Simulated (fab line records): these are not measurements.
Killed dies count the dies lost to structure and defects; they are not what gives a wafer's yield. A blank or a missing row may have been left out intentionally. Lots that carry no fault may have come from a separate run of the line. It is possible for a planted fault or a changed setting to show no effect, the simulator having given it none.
Matching of chambers ; flow sky130 ; cmp-01 running SKY_VIA1_CMP_02: 4 sister chambers
The step polishes SiO2. 4 wafers are shown with their chamber, then 9 later ones without.

## EACH WAFER AND ITS CHAMBER
wafer;chamber;motor_current_A (A)
L835.4;1;13.2
L839.2;2;11.7
L839.5;3;14.7
L839.6;0;12.5

## WAFERS WITH NO CHAMBER GIVEN
wafer;motor_current_A (A)
L846.2;11.7
L846.4;12.8
L846.6;14.1
L847.1;12.5
L847.4;12.2
L847.6;12.4
L848.3;14.5
L848.5;11.9
L848.6;14.3

## WHICH CHAMBER EACH ONE RAN IN
wafer;from the rows above;in truth
L846.2;2;2
L846.4;can't be placed: 0 or 1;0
L846.6;can't be placed: 3 or 1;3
L847.1;0;0
L847.4;can't be placed: 0 or 2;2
L847.6;0;0
L848.3;3;3
L848.5;can't be placed: 2 or 0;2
L848.6;3;3
Correctly placed: 5 of 9. From these rows, 4 cannot be placed; in 4 the true chamber is one of the candidates. 0 placed wrongly.
How it was worked out, from the rows above alone: a wafer's distance from a chamber is the root of the sum, over the readings, of the square of ((its reading less the chamber's mean) divided by the reading's scatter). The wafer belongs to the nearest chamber; if the next one is less than 2 further off, it can't be placed. For every chamber, the mean is computed from those of its wafers that are shown. The scatter (one wafer shown for each chamber): square how far every hidden wafer sits from the nearest shown wafer, average those squares and take the square root.
